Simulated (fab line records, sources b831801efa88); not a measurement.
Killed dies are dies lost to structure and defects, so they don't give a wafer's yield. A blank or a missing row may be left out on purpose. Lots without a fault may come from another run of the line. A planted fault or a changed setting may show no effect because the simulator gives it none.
fab line records | flow gf180mcu
record lots=12 wafers=36 last_day=34
route steps=602 shown NSD@244 M3@424 V3@444 M4@470
lots that met no fault: from a run of the same line without faults
start_h: hours from the record's first day to the start of the lot's first wafer shown | wait_h: hours since the lot's step before | " the same as in the row above | L1.1+2: a row that stands for several wafers | - no value, or no start given | * or withheld: withheld | < > ~ a bound
route shown NAME@n: a module of which the file shows steps, and the number in the route of the first | usual: mean/standard deviation of fault-free wafers | same: alike in all rows | chamber/n: place in a boat | sites: the reading at each site | _std_site: their standard deviation | _edge_site: outer sites' mean less inner sites' | radius_mm: how far each site lies from the wafer's centre | mask NAME#n: copy n | behind: the tool/chamber that last shaped the wafer | hold: why the lot was held/for how many hours/how that ended | device: the transistor (n, p or np) that didn't switch | end of line: the same wafers' tests at the end of the route | a step without rows: its recipe alone | killed: dies lost to structure and defects at the first sort, not the wafer's yield | map: a wafer's dies, x killed, . not, _ none there
set.NAME: the setting as run; set.NAME@STEP: as run at that earlier step | model.NAME: the simulator's own value behind a step, which no gauge read
steps of the route over a sample of lots; a table a step, a row a wafer
services: from which hour (start_h, from the record's first day; less than 0 if before it) a tool's chamber was out of use, for how many hours, and why
## steps
# step GF_NSD_IMPLANT_09
# recipe species=As energy_kev=60 dose_cm2=4e+15 tilt_deg=7
# usual beam_on_s=19.0/1.7 dose_ions_cm2=4e+15/3.9e+12 end_station_pressure_torr=1.28e-05/1.1e-06 tilt_deg=7.004/0.021
# columns lot.wafer tool chamber start_h wait_h beam_on_s dose_ions_cm2 end_station_pressure_torr tilt_deg
L414.2 implanter-01 0 300.34 0.0 21.5 4.005e+15 1.13e-05 6.996
L414.3 " 0 " " 21.0 4.002e+15 1.12e-05 6.992
L414.4 " 0 " " 20.7 4.002e+15 1.08e-05 7.029
L415.1 implanter-03 0 310.27 0.0 17.4 3.999e+15 1.38e-05 7.041
L415.2 " 0 " " 17.7 3.998e+15 1.38e-05 7.017
L415.4 " 0 " " 17.5 4.005e+15 1.24e-05 7.003
L416.1 implanter-01 0 317.62 0.0 20.6 3.997e+15 1.16e-05 7.017
L416.3 " 0 " " 20.7 3.998e+15 1.15e-05 7.026
L416.5 " 0 " " 20.8 3.996e+15 1.14e-05 7.025
L419.3 implanter-03 0 341.02 0.1 26.3 5.79e+15 1.29e-05 7.010
L419.4 " 0 " " 25.3 5.785e+15 1.25e-05 7.034
L419.5 " 0 " " 24.9 5.789e+15 1.25e-05 7.003
L420.2 implanter-03 0 353.40 0.0 25.9 5.783e+15 1.23e-05 7.050
L420.5 " 0 " " 24.8 5.781e+15 1.21e-05 7.039
L420.6 " 0 " " 26.3 5.779e+15 1.29e-05 7.009
L421.2 implanter-03 0 361.92 0.1 24.9 5.78e+15 1.31e-05 7.032
L421.4 " 0 " " 24.8 5.781e+15 1.19e-05 7.018
L421.5 " 0 " " 25.7 5.773e+15 1.3e-05 7.023
L428.2 implanter-01 0 425.04 0.0 20.7 4.004e+15 1.13e-05 7.034
L428.3 " 0 " " 21.4 3.995e+15 1.19e-05 7.019
L428.5 " 0 " " 20.8 4.002e+15 1.22e-05 7.028
L431.1 implanter-03 0 451.12 0.0 17.1 3.994e+15 1.43e-05 6.981
L431.4 " 0 " " 17.6 3.992e+15 1.32e-05 6.981
L431.6 " 0 " " 17.2 3.997e+15 1.39e-05 7.002
L432.2 implanter-01 0 455.60 0.0 21.2 4e+15 1.18e-05 7.013
L432.3 " 0 " " 21.5 4.004e+15 1.17e-05 7.001
L432.5 " 0 " " 21.4 4.008e+15 1.12e-05 7.012
L433.2 implanter-01 0 464.49 0.0 21.4 4.003e+15 1.31e-05 6.995
L433.3 " 0 " " 21.1 4.005e+15 1.21e-05 7.013
L433.6 " 0 " " 21.5 3.996e+15 1.19e-05 6.997
L435.2 implanter-01 0 482.19 0.0 20.7 4.002e+15 1.2e-05 6.982
L435.3 " 0 " " 20.9 4e+15 1.16e-05 6.982
L435.6 " 0 " " 21.0 4.003e+15 1.13e-05 6.953
L436.1 implanter-03 0 491.62 0.0 17.5 4.009e+15 1.33e-05 6.949
L436.2 " 0 " " 17.3 4e+15 1.34e-05 6.989
L436.5 " 0 " " 17.8 4.006e+15 1.46e-05 6.983
# step GF_NSD_STRIP_11
# recipe chemistry=O2/N2 power_w=1400 pressure_mtorr=1500 platen_temp_c=250 o2_flow_sccm=3000 n2_flow_sccm=300 overash_fraction=0.5
# usual drypump_motor_current_A=5.8/0.47 heater_power_w=297/25 oes_product_au=0.487/0.0045 platen_temp_c=249.98/0.19 strip_time_to_endpoint_s=22.99/0.04
# columns lot.wafer tool chamber start_h wait_h drypump_motor_current_A heater_power_w oes_product_au platen_temp_c rf_hours_counter_h strip_time_to_endpoint_s
L414.2 plasma_asher-01 0 300.62 0.1 5.4 278 0.493 250.11 52 22.95
L414.3 " 1 " " 6.5 276 0.489 249.91 - 22.98
L414.4 " 0 " " 5.4 276 0.485 249.97 - 22.99
L415.1 plasma_asher-01 0 310.57 0.1 5.4 285 0.480 250.12 53 23.02
L415.2 " 1 " " 6.4 287 0.493 250.25 53 22.99
L415.4 " 1 " " 6.4 280 0.486 250.30 - 22.98
L416.1 plasma_asher-01 1 317.92 0.1 6.4 276 0.495 250.11 54 22.97
L416.3 " 1 " " 6.4 276 0.480 250.01 - 23.00
L416.5 " 1 " " 6.4 283 0.483 250.12 - 22.94
L419.3 plasma_asher-01 1 341.30 0.1 6.4 287 0.476 249.58 - 23.86
L419.4 " 0 " " 5.4 274 0.475 250.01 - 23.84
L419.5 " 0 " " 5.4 280 0.476 249.78 - 23.84
L420.2 plasma_asher-02 1 353.67 0.1 5.6 316 0.474 250.18 24 23.84
L420.5 " 0 " " 5.7 314 0.481 249.50 - 23.82
L420.6 " 1 " " 5.6 310 0.483 249.81 - 23.83
L421.2 plasma_asher-01 0 362.20 0.1 5.4 282 0.478 250.09 59 23.79
L421.4 " 0 " " 5.4 280 0.480 249.89 - 23.78
L421.5 " 1 " " 6.4 280 0.474 250.05 - 23.77
L428.2 plasma_asher-01 1 425.32 0.1 6.4 278 0.489 249.79 66 23.05
L428.3 " 1 " " 6.4 276 0.485 249.96 - 22.98
L428.5 " 0 " " 5.4 280 0.495 249.96 - 23.00
L431.1 plasma_asher-01 1 451.42 0.1 6.4 277 0.484 249.96 69 22.98
L431.4 " 0 " " 5.4 290 0.484 250.14 - 22.99
L431.6 " 1 " " 6.4 278 0.489 250.03 - 22.98
L432.2 plasma_asher-01 0 455.87 0.1 5.4 278 0.493 250.23 69 23.05
L432.3 " 0 " " 5.4 284 0.490 250.06 - 23.01
L432.5 " 0 " " 5.4 286 0.492 249.72 - 23.01
L433.2 plasma_asher-01 0 464.77 0.1 5.4 284 0.484 249.81 70 23.01
L433.3 " 1 " " 6.4 279 0.486 249.70 - 22.98
L433.6 " 0 " " 5.4 278 0.485 249.65 - 22.97
L435.2 plasma_asher-01 1 482.47 0.1 6.4 277 0.479 249.73 72 23.04
L435.3 " 1 " " 6.5 276 0.482 249.78 - 23.01
L435.6 " 0 " " 5.4 275 0.475 250.32 - 23.03
L436.1 plasma_asher-01 1 491.92 0.1 6.4 282 0.491 249.52 73 23.10
L436.2 " 0 " " 5.4 273 0.486 249.88 73 23.07
L436.5 " 0 " " 5.4 280 0.485 249.93 - 23.07
# step GF_PSD_RS_MEAS_14
# recipe thk_meas_gauge=four-point-probe
# usual NSD_RS=46.14/0.083
# columns lot.wafer tool chamber start_h wait_h NSD_RS[ohm/sq]
L414.2 film_metro-02 - 321.77 0.1 46.19
L414.3 " - " " 46.24
L414.4 " - " " 46.05
L415.1 film_metro-02 - 331.25 0.1 46.04
L415.2 " - " " 46.06
L415.4 " - " " 46.07
L416.1 film_metro-04 - 338.87 0.1 46.28
L416.3 " - " " 46.20
L416.5 " - " " 46.27
L419.3 film_metro-02 - 363.59 0.1 44.60
L419.4 " - " " 44.64
L419.5 " - " " 44.73
L420.2 film_metro-03 - 376.24 0.1 44.75
L420.5 " - " " 44.78
L420.6 " - " " 44.70
L421.2 film_metro-03 - 385.03 0.1 44.65
L421.4 " - " " 44.69
L421.5 " - " " 44.63
L428.2 film_metro-02 - 449.75 0.1 46.00
L428.3 " - " " 46.15
L428.5 " - " " 46.11
L431.1 film_metro-04 - 476.41 0.1 46.19
L431.4 " - " " 46.32
L431.6 " - " " 46.22
L432.2 film_metro-03 - 480.62 0.1 46.04
L432.3 " - " " 46.01
L432.5 " - " " 46.04
L433.2 film_metro-03 - 489.63 0.1 45.99
L433.3 " - " " 45.98
L433.6 " - " " 45.93
L435.2 film_metro-03 - 506.27 0.1 46.07
L435.3 " - " " 46.12
L435.6 " - " " 46.06
L436.1 film_metro-04 - 515.96 0.1 46.15
L436.2 " - " " 46.13
L436.5 " - " " 46.10
# step GF_M3_OVL_MEAS_15
# usual M3_OVL=-1/4.7
# columns lot.wafer tool chamber start_h wait_h M3_OVL[nm]
L414.2 overlay-02 - 493.34 0.1 -6
L414.3 " - " " -2
L414.4 " - " " -9
L415.1 overlay-01 - 504.93 0.1 3
L415.2 " - " " 4
L415.4 " - " " -5
L416.1 overlay-02 - 511.18 0.1 -2
L416.3 " - " " -7
L416.5 " - " " 3
L419.3 overlay-01 - 539.29 0.1 -9
L419.4 " - " " 6
L419.5 " - " " 4
L420.2 overlay-02 - 551.89 0.1 -7
L420.5 " - " " -10
L420.6 " - " " -7
L421.2 overlay-02 - 557.29 0.1 -3
L421.4 " - " " 3
L421.5 " - " " 7
L428.2 overlay-01 - 619.63 0.1 3
L428.3 " - " " 2
L428.5 " - " " -4
L431.1 overlay-01 - 642.08 0.1 0
L431.4 " - " " -6
L431.6 " - " " -6
L432.2 overlay-01 - 642.69 0.1 -4
L432.3 " - " " -1
L432.5 " - " " -5
L433.2 overlay-01 - 650.48 0.1 3
L433.3 " - " " 3
L433.6 " - " " -3
L435.2 overlay-02 - 666.58 0.1 -7
L435.3 " - " " -4
L435.6 " - " " -8
L436.1 overlay-02 - 673.33 0.1 1
L436.2 " - " " 3
L436.5 " - " " 8
# step GF_V3_OVL_MEAS_15
# usual V3_OVL=4/5.7
# columns lot.wafer tool chamber start_h wait_h V3_OVL[nm]
L414.2 overlay-01 - 518.07 0.1 3
L414.3 " - " " 7
L414.4 " - " " 2
L415.1 overlay-01 - 529.37 0.1 2
L415.2 " - " " 3
L415.4 " - " " 11
L416.1 overlay-02 - 536.13 0.1 12
L416.3 " - " " 13
L416.5 " - " " 10
L419.3 overlay-02 - 563.13 0.1 8
L419.4 " - " " 11
L419.5 " - " " 0
L420.2 overlay-01 - 575.02 0.1 8
L420.5 " - " " 10
L420.6 " - " " 9
L421.2 overlay-02 - 580.07 0.1 5
L421.4 " - " " 5
L421.5 " - " " 0
L428.2 overlay-01 - 640.99 0.1 12
L428.3 " - " " 6
L428.5 " - " " 0
L431.1 overlay-02 - 662.98 0.1 4
L431.4 " - " " -1
L431.6 " - " " -1
L432.2 overlay-02 - 663.33 0.1 10
L432.3 " - " " 9
L432.5 " - " " 0
L433.2 overlay-01 - 671.47 0.1 -4
L433.3 " - " " -2
L433.6 " - " " 4
L435.2 overlay-02 - 686.42 0.1 2
L435.3 " - " " -4
L435.6 " - " " 6
L436.1 overlay-02 - 693.63 0.1 2
L436.2 " - " " 7
L436.5 " - " " -2
# step GF_M4_CD_MEAS_14
# recipe target_cd_nm=280
# usual cd_nm=280.4/0.99
# columns lot.wafer tool chamber start_h wait_h cd_nm
L414.2 cd_sem-02 - 542.97 0.1 280.2
L414.3 " - " " 280.6
L414.4 " - " " 279.1
L415.1 cd_sem-02 - 553.65 0.1 281.3
L415.2 " - " " 280.7
L415.4 " - " " 281.3
L416.1 cd_sem-02 - 559.70 0.1 279.6
L416.3 " - " " 280.7
L416.5 " - " " 278.5
L419.3 cd_sem-02 - 585.64 0.1 279.5
L419.4 " - " " 279.8
L419.5 " - " " 279.6
L420.2 cd_sem-02 - 597.73 0.1 282.0
L420.5 " - " " 280.3
L420.6 " - " " 281.3
L421.2 cd_sem-01 - 602.38 0.1 279.7
L421.4 " - " " 279.4
L421.5 " - " " 279.3
L428.2 cd_sem-01 - 662.33 0.1 281.0
L428.3 " - " " 280.4
L428.5 " - " " 279.0
L431.1 cd_sem-01 - 683.56 0.1 279.5
L431.4 " - " " 278.7
L431.6 " - " " 278.5
L432.2 cd_sem-01 - 683.93 0.1 282.0
L432.3 " - " " 282.4
L432.5 " - " " 282.7
L433.2 cd_sem-02 - 691.78 0.1 280.6
L433.3 " - " " 280.8
L433.6 " - " " 280.1
L435.2 cd_sem-01 - 706.17 0.1 278.9
L435.3 " - " " 279.9
L435.6 " - " " 278.9
L436.1 cd_sem-01 - 713.06 0.1 280.2
L436.2 " - " " 280.3
L436.5 " - " " 280.4
## services
# columns tool chamber start_h hours kind
implanter-01 - 289.95 1.9 repair
implanter-03 - 317.76 0.7 repair
implanter-01 - 382.50 3.1 repair
implanter-01 - 399.02 10.2 repair
implanter-01 - 407.12 4.2 repair
implanter-03 - 429.85 3.2 pm
implanter-01 - 466.03 6.8 pm
## key
first_sign step=GF_NSD_IMPLANT_09 reading=dose_ions_cm2 direction=up sigmas=99+ usual=4e+15 struck=5.782e+15
effect step=GF_NSD_IMPLANT_09 reading=beam_on_s direction=up sigmas=3.8 usual=19.0 struck=25.4
effect step=GF_NSD_STRIP_11 reading=strip_time_to_endpoint_s direction=up sigmas=21 usual=* struck=*
effect step=GF_PSD_RS_MEAS_14 reading=NSD_RS direction=down sigmas=18 usual=46.14 struck=44.69
met_at GF_NSD_IMPLANT_09
struck_lots L419,L420,L421
tester_left_out L419,L420,L421
not_acting_at GF_M3_OVL_MEAS_15,GF_V3_OVL_MEAS_15,GF_M4_CD_MEAS_14
onset_between 310.27 341.02
fault kind=process_parameter_drift tool=implanter-03 chamber=- onset_h=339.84 steps=GF_NSD_IMPLANT_09 channel=dose_cm2 offset=1.7805e+15 shape=step end_h=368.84 acts_in=these_recipes_only stated=4e+15
# tester_left_out: of these lots the tester's yield and bins aren't shown, on N5 and GAA mostly nor the transistor test; their killed dies are dies lost to structure and defects alone, not to doping, threshold or leakage, so they don't give the yield
